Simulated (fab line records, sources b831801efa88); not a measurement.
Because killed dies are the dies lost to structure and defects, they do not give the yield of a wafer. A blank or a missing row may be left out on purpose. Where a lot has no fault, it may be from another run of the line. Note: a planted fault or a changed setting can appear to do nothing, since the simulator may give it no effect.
fab line records	flow gf180mcu	part 1 of 2: steps 1 to 24 of 34
record: lots: 5	wafers: 15	last_day: 34
route steps=602 shown HV_LDD@211 NSD@235
lots untouched by any fault: they come from a run of this same line in which no faults occurred
start_h: hours from the record's first day to the start of the lot's first wafer shown	wait_h: hours since the lot's step before	" identical to the entry in the row above	L1.1+2: a single row standing in for several wafers	- either no value or no given start	* or withheld: withheld	< > ~ a bound
route shown NAME@n: names a module that has steps shown in the file, with the first one's number in the route	usual: the fault-free wafers' mean and standard deviation	same: alike in all rows	chamber/n: place in a boat	sites: the reading at each site	_std_site: standard deviation of those values	_edge_site: inner sites' mean taken away from outer sites' mean	radius_mm: how far each site lies from the wafer's centre	mask NAME#n: copy n	behind: the tool/chamber that last shaped the wafer	hold: cause of the lot's hold/its duration in hours/its outcome	device: whichever transistor did not switch (one of n, p or np)	end of line: tests of these same wafers at the route's end	for a step that has no rows: nothing shown but its recipe	killed: count of dies lost to structure and defects at first sort (not the wafer's yield)	map: a wafer's dies, marking killed ones x, the rest . and places with no die _
set.NAME: setting as actually run; set.NAME@STEP: the setting as run at that earlier step	model.NAME: the simulator's own value behind a step, which no gauge read
lots at some steps of the route; a table a step, a row a wafer
services: the hour from which a tool's chamber was out of use, counted from the record's first day as start_h (under 0 if before that day), plus the number of hours and why
== steps ==
step: GF_HV_LDD_IMPLANT_35
recipe: species: P	energy_kev: 60	dose_cm2: 7.5e+12	tilt_deg: 30	rotation_deg: 180
usual: beam_energy_keV: 59.993/0.018
lot.wafer	tool	chamber	start_h	wait_h	beam_energy_keV
L076.2	implanter-01	0	269.54	0.1	59.989
L076.4	"	0	"	"	59.998
L076.6	"	0	"	"	59.993
L078.2	implanter-04	0	284.66	0.1	60.029
L078.4	"	0	"	"	60.012
L078.6	"	0	"	"	59.971
L084.3	implanter-03	0	331.47	0.1	59.983
L084.4	"	0	"	"	59.965
L084.6	"	0	"	"	59.984
L091.1	implanter-01	0	386.93	0.1	59.958
L091.2	"	0	"	"	59.979
L091.4	"	0	"	"	59.979
L095.2	implanter-03	0	416.49	0.1	59.989
L095.4	"	0	"	"	59.980
L095.5	"	0	"	"	60.036
step: GF_HV_LDD_IMPLANT_36
recipe: species: P	energy_kev: 60	dose_cm2: 7.5e+12	tilt_deg: 30	rotation_deg: 270
usual: beam_energy_keV: 60.002/0.018
lot.wafer	tool	chamber	start_h	wait_h	beam_energy_keV
L076.2	implanter-01	0	269.69	0.1	60.029
L076.4	"	0	"	"	60.013
L076.6	"	0	"	"	60.036
L078.2	implanter-04	0	284.81	0.1	60.010
L078.4	"	0	"	"	59.997
L078.6	"	0	"	"	59.993
L084.3	implanter-03	0	331.62	0.1	59.984
L084.4	"	0	"	"	60.018
L084.6	"	0	"	"	59.990
L091.1	implanter-01	0	387.08	0.1	59.975
L091.2	"	0	"	"	59.986
L091.4	"	0	"	"	59.987
L095.2	implanter-03	0	416.64	0.1	60.003
L095.4	"	0	"	"	60.020
L095.5	"	0	"	"	60.002
step: GF_HV_LDD_STRIP_37
recipe: chemistry: O2/N2	power_w: 1400	pressure_mtorr: 1500	platen_temp_c: 250	o2_flow_sccm: 3000	n2_flow_sccm: 300	overash_fraction: 0.5
usual: drypump_motor_current_A: 6.1/0.4	heater_power_w: 358/29	oes_product_au: 0.716/0.0048	strip_time_to_endpoint_s: 12.61/0.039
lot.wafer	tool	chamber	start_h	wait_h	drypump_motor_current_A	heater_power_w	oes_product_au	rf_hours_counter_h	strip_time_to_endpoint_s
L076.2	plasma_asher-03	1	269.82	0.1	5.1	442	0.702	16	12.61
L076.4	"	1	"	"	5.1	439	0.721	-	12.58
L076.6	"	0	"	"	5.7	385	0.724	-	12.59
L078.2	plasma_asher-02	0	284.93	0.1	6.5	347	0.717	46	12.53
L078.4	"	0	"	"	6.5	347	0.724	-	12.56
L078.6	"	0	"	"	6.5	357	0.718	-	12.53
L084.3	plasma_asher-02	0	331.75	0.1	6.5	347	0.717	-	12.60
L084.4	"	1	"	"	6.1	348	0.714	-	12.60
L084.6	"	1	"	"	6.0	346	0.724	-	12.57
L091.1	plasma_asher-02	1	387.23	0.1	6.1	345	0.724	57	12.67
L091.2	"	0	"	"	6.5	350	0.721	57	12.66
L091.4	"	1	"	"	6.0	339	0.716	-	12.63
L095.2	plasma_asher-02	1	416.76	0.1	6.0	335	0.710	61	12.59
L095.4	"	1	"	"	6.1	341	0.723	-	12.56
L095.5	"	1	"	"	6.0	346	0.715	-	12.60
step: GF_HV_LDD_TW_MEAS_38
usual: HV_LDD_3_TW: 1437/11
lot.wafer	tool	chamber	start_h	wait_h	HV_LDD_3_TW
L076.2	film_metro-03	-	269.93	0.1	1456
L076.4	"	-	"	"	1452
L076.6	"	-	"	"	1447
L078.2	film_metro-03	-	285.04	0.1	1451
L078.4	"	-	"	"	1448
L078.6	"	-	"	"	1451
L084.3	film_metro-01	-	331.84	0.1	1438
L084.4	"	-	"	"	1439
L084.6	"	-	"	"	1440
L091.1	film_metro-02	-	387.33	0.1	1441
L091.2	"	-	"	"	1447
L091.4	"	-	"	"	1437
L095.2	film_metro-03	-	416.87	0.1	1453
L095.4	"	-	"	"	1452
L095.5	"	-	"	"	1447
step: GF_HV_LDD_DEHYDRATE_39
recipe: temp_c: 200	time_s: 60
usual: chill_plate_temp_C: 23.02/0.11
lot.wafer	tool	chamber	start_h	wait_h	chill_plate_temp_C
L076.2	litho_track-03	0	279.25	9.3	23.01
L076.4	"	0	"	"	23.09
L076.6	"	0	"	"	23.00
L078.2	litho_track-03	0	294.95	9.9	22.95
L078.4	"	0	"	"	23.10
L078.6	"	0	"	"	22.98
L084.3	litho_track-01	0	342.19	10.3	23.25
L084.4	"	0	"	"	23.15
L084.6	"	0	"	"	23.32
L091.1	litho_track-02	0	398.51	11.2	22.91
L091.2	"	0	"	"	23.03
L091.4	"	0	"	"	23.01
L095.2	litho_track-02	0	428.58	11.7	22.96
L095.4	"	0	"	"	22.92
L095.5	"	0	"	"	22.92
step: GF_HV_LDD_HMDS_40
recipe: prime_time_s: 60	prime_temp_c: 120
usual: chill_plate_temp_C: 23.03/0.11
lot.wafer	tool	chamber	start_h	wait_h	chill_plate_temp_C
L076.2	litho_track-03	0	279.40	0.1	22.87
L076.4	"	0	"	"	22.90
L076.6	"	0	"	"	22.91
L078.2	litho_track-03	0	295.10	0.1	23.12
L078.4	"	0	"	"	23.19
L078.6	"	0	"	"	23.11
L084.3	litho_track-01	0	342.34	0.1	22.93
L084.4	"	0	"	"	22.88
L084.6	"	0	"	"	22.87
L091.1	litho_track-02	0	398.66	0.1	23.01
L091.2	"	0	"	"	22.93
L091.4	"	0	"	"	23.11
L095.2	litho_track-02	0	428.73	0.1	23.02
L095.4	"	0	"	"	22.95
L095.5	"	0	"	"	22.99
step: GF_HV_LDD_COAT_41
recipe: resist: NOVOLAK	spin_rpm: 3000	resist_thk_nm: 1000
usual: chill_plate_temp_C: 22.98/0.1
lot.wafer	tool	chamber	start_h	wait_h	chill_plate_temp_C
L076.2	litho_track-03	0	279.55	0.1	23.14
L076.4	"	0	"	"	23.13
L076.6	"	0	"	"	23.06
L078.2	litho_track-03	0	295.25	0.1	23.03
L078.4	"	0	"	"	23.16
L078.6	"	0	"	"	23.06
L084.3	litho_track-01	0	342.49	0.1	22.95
L084.4	"	0	"	"	23.18
L084.6	"	0	"	"	22.98
L091.1	litho_track-02	0	398.81	0.1	23.04
L091.2	"	0	"	"	22.91
L091.4	"	0	"	"	23.01
L095.2	litho_track-02	0	428.88	0.1	23.01
L095.4	"	0	"	"	22.95
L095.5	"	0	"	"	22.94
step: GF_HV_LDD_SOFTBAKE_42
recipe: temp_c: 90	time_s: 60	resist: NOVOLAK
usual: chill_plate_temp_C: 23.00/0.12
lot.wafer	tool	chamber	start_h	wait_h	chill_plate_temp_C
L076.2	litho_track-03	0	279.70	0.1	22.87
L076.4	"	0	"	"	22.81
L076.6	"	0	"	"	22.98
L078.2	litho_track-03	0	295.40	0.1	23.11
L078.4	"	0	"	"	23.09
L078.6	"	0	"	"	23.06
L084.3	litho_track-01	0	342.64	0.1	22.98
L084.4	"	0	"	"	22.87
L084.6	"	0	"	"	22.88
L091.1	litho_track-02	0	398.96	0.1	23.06
L091.2	"	0	"	"	22.92
L091.4	"	0	"	"	23.01
L095.2	litho_track-02	0	429.03	0.1	23.03
L095.4	"	0	"	"	23.05
L095.5	"	0	"	"	23.16
step: GF_HV_LDD_EXPOSE_43
recipe: mask_id: Pplus_HV_AREA	target_cd_nm: 400	na: 0.6	source_shape: conventional	sigma_outer: 0.6	dose_mj: 140
usual: exposure_dose_mJ_cm2: 140.00/0.12	reticle_temp_C: 22.99/0.1
lot.wafer	tool	chamber	start_h	wait_h	mask	exposure_dose_mJ_cm2	reticle_temp_C
L076.2	iline_stepper-02	0	-	-	Pplus_HV_AREA#0	139.76	23.15
L076.4	"	0	"	"	Pplus_HV_AREA#0	139.84	23.04
L076.6	"	0	"	"	Pplus_HV_AREA#0	139.88	22.99
L078.2	iline_stepper-01	0	-	-	Pplus_HV_AREA#0	140.11	23.07
L078.4	"	0	"	"	Pplus_HV_AREA#0	139.94	23.23
L078.6	"	0	"	"	Pplus_HV_AREA#0	139.87	23.10
L084.3	iline_stepper-02	0	-	-	Pplus_HV_AREA#0	139.93	22.77
L084.4	"	0	"	"	Pplus_HV_AREA#0	140.12	22.88
L084.6	"	0	"	"	Pplus_HV_AREA#0	140.01	23.01
L091.1	iline_stepper-02	0	-	-	Pplus_HV_AREA#0	140.13	23.00
L091.2	"	0	"	"	Pplus_HV_AREA#0	139.96	23.23
L091.4	"	0	"	"	Pplus_HV_AREA#0	139.92	23.04
L095.2	iline_stepper-01	0	-	-	Pplus_HV_AREA#0	139.82	22.91
L095.4	"	0	"	"	Pplus_HV_AREA#0	139.79	22.88
L095.5	"	0	"	"	Pplus_HV_AREA#0	139.77	22.91
step: GF_HV_LDD_PEB_44
recipe: temp_c: withheld	time_s: *	resist: NOVOLAK
usual: chill_plate_temp_C: *
lot.wafer	tool	chamber	start_h	wait_h	chill_plate_temp_C
L076.2	litho_track-02	0	-	-	*
L076.4	"	0	"	"	*
L076.6	"	0	"	"	*
L078.2	litho_track-02	0	-	-	*
L078.4	"	0	"	"	*
L078.6	"	0	"	"	*
L084.3	litho_track-01	0	-	-	*
L084.4	"	0	"	"	*
L084.6	"	0	"	"	*
L091.1	litho_track-01	0	-	-	*
L091.2	"	0	"	"	*
L091.4	"	0	"	"	*
L095.2	litho_track-03	0	-	-	*
L095.4	"	0	"	"	*
L095.5	"	0	"	"	*
step: GF_HV_LDD_DEVELOP_45
recipe: develop_time_s: 60	dev_temp_c: 23
usual: chill_plate_temp_C: 23.02/0.097
lot.wafer	tool	chamber	start_h	wait_h	chill_plate_temp_C
L076.2	litho_track-02	0	290.03	0.1	23.12
L076.4	"	0	"	"	22.91
L076.6	"	0	"	"	22.93
L078.2	litho_track-02	0	305.38	0.1	23.03
L078.4	"	0	"	"	22.86
L078.6	"	0	"	"	23.17
L084.3	litho_track-01	0	353.29	0.1	22.95
L084.4	"	0	"	"	22.89
L084.6	"	0	"	"	23.12
L091.1	litho_track-01	0	409.68	0.1	22.87
L091.2	"	0	"	"	23.22
L091.4	"	0	"	"	23.02
L095.2	litho_track-03	0	440.95	0.1	23.09
L095.4	"	0	"	"	23.13
L095.5	"	0	"	"	23.08
step: GF_HV_LDD_CD_MEAS_46
recipe: target_cd_nm: 400
usual: cd_nm: 400.5/2.4
lot.wafer	tool	chamber	start_h	wait_h	cd_nm
L076.2	cd_sem-01	-	290.18	0.1	403.9
L076.4	"	-	"	"	403.5
L076.6	"	-	"	"	403.4
L078.2	cd_sem-02	-	305.53	0.1	402.7
L078.4	"	-	"	"	402.2
L078.6	"	-	"	"	403.1
L084.3	cd_sem-02	-	353.43	0.1	402.6
L084.4	"	-	"	"	403.4
L084.6	"	-	"	"	403.2
L091.1	cd_sem-01	-	409.85	0.1	397.5
L091.2	"	-	"	"	399.7
L091.4	"	-	"	"	399.3
L095.2	cd_sem-01	-	441.09	0.1	399.4
L095.4	"	-	"	"	400.8
L095.5	"	-	"	"	398.3
step: GF_HV_LDD_OVL_MEAS_47
usual: HV_LDD_03_OVL: -1.5/1.3
lot.wafer	tool	chamber	start_h	wait_h	HV_LDD_03_OVL[nm]
L076.2	overlay-02	-	290.29	0.1	-1.9
L076.4	"	-	"	"	-1.0
L076.6	"	-	"	"	-1.6
L078.2	overlay-02	-	305.64	0.1	-2.7
L078.4	"	-	"	"	-2.2
L078.6	"	-	"	"	-3.2
L084.3	overlay-01	-	353.52	0.1	-2.0
L084.4	"	-	"	"	-2.1
L084.6	"	-	"	"	-1.4
L091.1	overlay-01	-	409.97	0.1	-1.6
L091.2	"	-	"	"	-1.7
L091.4	"	-	"	"	0.0
L095.2	overlay-02	-	441.20	0.1	-1.4
L095.4	"	-	"	"	-3.5
L095.5	"	-	"	"	-2.7
step: GF_HV_LDD_IMPLANT_48
recipe: species: B	energy_kev: 25	dose_cm2: 3e+13	tilt_deg: 7
usual: beam_energy_keV: 25.000/0.0075
lot.wafer	tool	chamber	start_h	wait_h	beam_energy_keV
L076.2	implanter-04	0	290.34	0.0	25.014
L076.4	"	0	"	"	25.008
L076.6	"	0	"	"	25.002
L078.2	implanter-03	0	305.69	0.0	24.993
L078.4	"	0	"	"	24.999
L078.6	"	0	"	"	24.999
L084.3	implanter-01	0	353.59	0.1	25.000
L084.4	"	0	"	"	25.001
L084.6	"	0	"	"	25.000
L091.1	implanter-01	0	410.00	0.0	25.009
L091.2	"	0	"	"	25.005
L091.4	"	0	"	"	25.011
L095.2	implanter-03	0	441.25	0.0	24.989
L095.4	"	0	"	"	24.995
L095.5	"	0	"	"	24.999
step: GF_HV_LDD_STRIP_49
recipe: chemistry: O2/N2	power_w: 1400	pressure_mtorr: 1500	platen_temp_c: 250	o2_flow_sccm: 3000	n2_flow_sccm: 300	overash_fraction: 0.5
usual: drypump_motor_current_A: 6.1/0.35	heater_power_w: 356/25	oes_product_au: 0.716/0.0042	strip_time_to_endpoint_s: 12.62/0.039
lot.wafer	tool	chamber	start_h	wait_h	drypump_motor_current_A	heater_power_w	oes_product_au	rf_hours_counter_h	strip_time_to_endpoint_s
L076.2	plasma_asher-01	1	290.47	0.1	6.2	352	0.717	68	12.66
L076.4	"	1	"	"	6.2	359	0.715	-	12.63
L076.6	"	0	"	"	6.0	360	0.712	-	12.65
L078.2	plasma_asher-02	1	305.82	0.1	6.1	346	0.714	48	12.66
L078.4	"	0	"	"	6.5	348	0.717	-	12.67
L078.6	"	0	"	"	6.5	344	0.707	-	12.65
L084.3	plasma_asher-02	1	353.73	0.1	6.1	335	0.717	-	12.58
L084.4	"	0	"	"	6.5	345	0.719	-	12.56
L084.6	"	1	"	"	6.1	332	0.718	-	12.56
L091.1	plasma_asher-01	1	410.15	0.1	6.2	357	0.720	81	12.63
L091.2	"	0	"	"	5.9	360	0.716	81	12.58
L091.4	"	1	"	"	6.2	352	0.718	-	12.61
L095.2	plasma_asher-02	0	441.38	0.1	6.5	347	0.714	64	12.60
L095.4	"	1	"	"	6.1	353	0.714	-	12.66
L095.5	"	1	"	"	6.1	349	0.717	-	12.66
step: GF_HV_LDD_TW_MEAS_50
usual: HV_LDD_4_TW: 570/5
lot.wafer	tool	chamber	start_h	wait_h	HV_LDD_4_TW
L076.2	film_metro-03	-	290.58	0.1	576
L076.4	"	-	"	"	577
L076.6	"	-	"	"	578
L078.2	film_metro-02	-	305.93	0.1	569
L078.4	"	-	"	"	570
L078.6	"	-	"	"	565
L084.3	film_metro-03	-	353.81	0.1	575
L084.4	"	-	"	"	576
L084.6	"	-	"	"	575
L091.1	film_metro-01	-	410.25	0.1	563
L091.2	"	-	"	"	560
L091.4	"	-	"	"	563
L095.2	film_metro-02	-	441.49	0.1	570
L095.4	"	-	"	"	570
L095.5	"	-	"	"	571
step: GF_HV_LDD_CLEAN_51
recipe: chemistry: SC1/SC2	mix: 1:4:20	temp_c: 70	time_s: 150	dry: n2_spin
lot.wafer	tool	chamber	start_h	wait_h
L076.2+4+6	wet_bench-03	1	290.63	0.0
L078.2+4+6	wet_bench-02	0	305.98	0.0
L084.3+4+6	wet_bench-04	3	353.85	0.0
L091.1+2+4	wet_bench-04	0	410.31	0.1
L095.2+4+5	wet_bench-03	3	441.54	0.0
step: GF_HV_LDD_RTA_52
recipe: temp_c: 1000	time_s: 10	ambient: N2
usual: lamp_power_pct: 34.1/1.3	wafer_temp_C_max: 1005.7/1.1
lot.wafer	tool	chamber	start_h	wait_h	lamp_power_pct	wafer_temp_C_max
L076.2	rtp_anneal-01	0	290.69	0.0	33.1	1008.0
L076.4	"	0	"	"	33.1	1005.0
L076.6	"	0	"	"	33.1	1004.9
L078.2	rtp_anneal-02	0	306.04	0.0	35.7	1006.7
L078.4	"	0	"	"	35.7	1006.2
L078.6	"	0	"	"	35.7	1006.3
L084.3	rtp_anneal-01	0	353.92	0.0	33.1	1006.6
L084.4	"	0	"	"	33.1	1005.2
L084.6	"	0	"	"	33.1	1006.0
L091.1	rtp_anneal-01	0	410.37	0.0	33.0	1006.3
L091.2	"	0	"	"	33.1	1005.7
L091.4	"	0	"	"	33.1	1004.6
L095.2	rtp_anneal-01	0	441.60	0.0	33.1	1006.3
L095.4	"	0	"	"	33.0	1005.0
L095.5	"	0	"	"	33.1	1004.4
step: GF_HV_LDD_RS_MEAS_53
recipe: thk_meas_gauge: four-point-probe
usual: HV_LDD_RS: 418.2/1.1
lot.wafer	tool	chamber	start_h	wait_h	HV_LDD_RS[ohm/sq]
L076.2	film_metro-03	-	290.76	0.1	418.0
L076.4	"	-	"	"	418.9
L076.6	"	-	"	"	417.7
L078.2	film_metro-01	-	306.12	0.1	419.5
L078.4	"	-	"	"	419.3
L078.6	"	-	"	"	420.2
L084.3	film_metro-01	-	354.01	0.1	419.9
L084.4	"	-	"	"	421.0
L084.6	"	-	"	"	421.8
L091.1	film_metro-03	-	410.43	0.1	417.8
L091.2	"	-	"	"	417.4
L091.4	"	-	"	"	418.1
L095.2	film_metro-03	-	441.68	0.1	418.1
L095.4	"	-	"	"	417.5
L095.5	"	-	"	"	417.8
step: GF_HV_LDD_CVD_54
recipe: material: SiO2	target_thk_nm: 10	precursor: TEOS	temp_c: 680	time_s: 75	pressure_mtorr: 400
usual: spike_tc_centre_C: 681.6/1.3
lot.wafer	tool	chamber	start_h	wait_h	spike_tc_centre_C
L076.2	lpcvd-02	1	290.86	0.1	680.7
L076.4	"	1	"	"	679.6
L076.6	"	1	"	"	682.2
L078.2	lpcvd-02	0	306.22	0.1	682.5
L078.4	"	0	"	"	681.7
L078.6	"	0	"	"	684.3
L084.3	lpcvd-01	0	354.09	0.1	679.4
L084.4	"	0	"	"	682.7
L084.6	"	0	"	"	681.7
L091.1	lpcvd-01	1	410.55	0.1	680.9
L091.2	"	1	"	"	679.7
L091.4	"	1	"	"	679.2
L095.2	lpcvd-01	1	441.78	0.1	680.2
L095.4	"	1	"	"	680.2
L095.5	"	1	"	"	680.8
step: GF_HV_LDD_THK_MEAS_55
recipe: reads: SiO2_of_HV_LDD_CVD_54
usual: HV_LDD_CVD_54_THK: 10.00/0.13
lot.wafer	tool	chamber	start_h	wait_h	HV_LDD_CVD_54_THK[nm]
L076.2	film_metro-03	-	291.89	0.0	9.73
L076.4	"	-	"	"	9.93
L076.6	"	-	"	"	9.82
L078.2	film_metro-01	-	307.25	0.0	9.89
L078.4	"	-	"	"	9.93
L078.6	"	-	"	"	9.89
L084.3	film_metro-01	-	355.13	0.0	9.99
L084.4	"	-	"	"	10.10
L084.6	"	-	"	"	10.02
L091.1	film_metro-03	-	411.58	0.0	9.98
L091.2	"	-	"	"	10.02
L091.4	"	-	"	"	9.86
L095.2	film_metro-03	-	442.81	0.0	9.87
L095.4	"	-	"	"	9.81
L095.5	"	-	"	"	9.96
step: GF_HV_LDD_CVD_56
recipe: material: Si3N4	precursor: DCS/NH3	target_thk_nm: 90	temp_c: 770	time_s: 1543	pressure_mtorr: 250
usual: spike_tc_centre_C: 771.6/1.3
lot.wafer	tool	chamber	start_h	wait_h	spike_tc_centre_C
L076.2	lpcvd-01	1	291.94	0.0	770.2
L076.4	"	1	"	"	770.2
L076.6	"	1	"	"	770.1
L078.2	lpcvd-02	1	307.30	0.0	772.3
L078.4	"	1	"	"	771.3
L078.6	"	1	"	"	771.9
L084.3	lpcvd-02	0	355.17	0.0	771.1
L084.4	"	0	"	"	772.2
L084.6	"	0	"	"	773.5
L091.1	lpcvd-02	0	411.64	0.1	770.8
L091.2	"	0	"	"	771.8
L091.4	"	0	"	"	773.5
L095.2	lpcvd-02	0	442.86	0.0	773.2
L095.4	"	0	"	"	771.6
L095.5	"	0	"	"	773.4
step: GF_HV_LDD_THK_MEAS_57
recipe: reads: Si3N4_of_HV_LDD_CVD_56
usual: HV_LDD_CVD_56_THK: 89.9/0.98
lot.wafer	tool	chamber	start_h	wait_h	HV_LDD_CVD_56_THK[nm]
L076.2	film_metro-03	-	293.38	0.0	90.3
L076.4	"	-	"	"	90.5
L076.6	"	-	"	"	90.2
L078.2	film_metro-01	-	308.74	0.0	88.9
L078.4	"	-	"	"	88.8
L078.6	"	-	"	"	88.1
L084.3	film_metro-01	-	356.62	0.0	90.4
L084.4	"	-	"	"	89.7
L084.6	"	-	"	"	90.7
L091.1	film_metro-03	-	413.06	0.0	87.9
L091.2	"	-	"	"	87.9
L091.4	"	-	"	"	89.1
L095.2	film_metro-01	-	444.30	0.0	89.3
L095.4	"	-	"	"	89.8
L095.5	"	-	"	"	89.5
step: GF_HV_LDD_ETCHBACK_58
recipe: chemistry: CH3F/O2	target: Si3N4	stop_on: SiO2	source_w: 400	bias_w: 80	pressure_mtorr: 25	ch3f_flow_sccm: 40	O2_flow_sccm: 30	time_s: 100	target_depth_a: 900
usual: drypump_motor_current_A: 5.9/0.44	oes_product_au: 0.841/0.0076	rf_fwd_power_W: 397.1/1.4	throttle_valve_pct: 10.561/0.0092
lot.wafer	tool	chamber	start_h	wait_h	drypump_motor_current_A	oes_product_au	rf_fwd_power_W	rf_hours_counter_h	throttle_valve_pct
L076.2	rie_diel-02	3	293.43	0.0	5.9	0.853	397.7	0	10.565
L076.4	"	2	"	"	6.0	0.850	396.7	27	10.548
L076.6	"	0	"	"	5.9	0.841	398.1	-	10.563
L078.2	rie_diel-01	1	308.79	0.0	6.7	0.831	397.8	32	10.556
L078.4	"	1	"	"	6.7	0.837	398.2	-	10.553
L078.6	"	0	"	"	4.9	0.827	398.8	-	10.567
L084.3	rie_diel-04	3	356.66	0.0	5.8	0.850	397.6	66	10.542
L084.4	"	3	"	"	5.8	0.837	398.2	-	10.579
L084.6	"	0	"	"	5.5	0.853	396.1	-	10.559
L091.1	rie_diel-02	1	413.12	0.1	5.4	0.832	398.0	1	10.567
L091.2	"	0	"	"	5.9	0.835	396.6	17	10.576
L091.4	"	3	"	"	5.9	0.840	396.4	3	10.564
L095.2	rie_diel-01	2	444.35	0.0	6.3	0.836	398.1	1	10.562
L095.4	"	3	"	"	5.8	0.835	396.7	5	10.557
L095.5	"	2	"	"	6.3	0.842	398.7	-	10.551
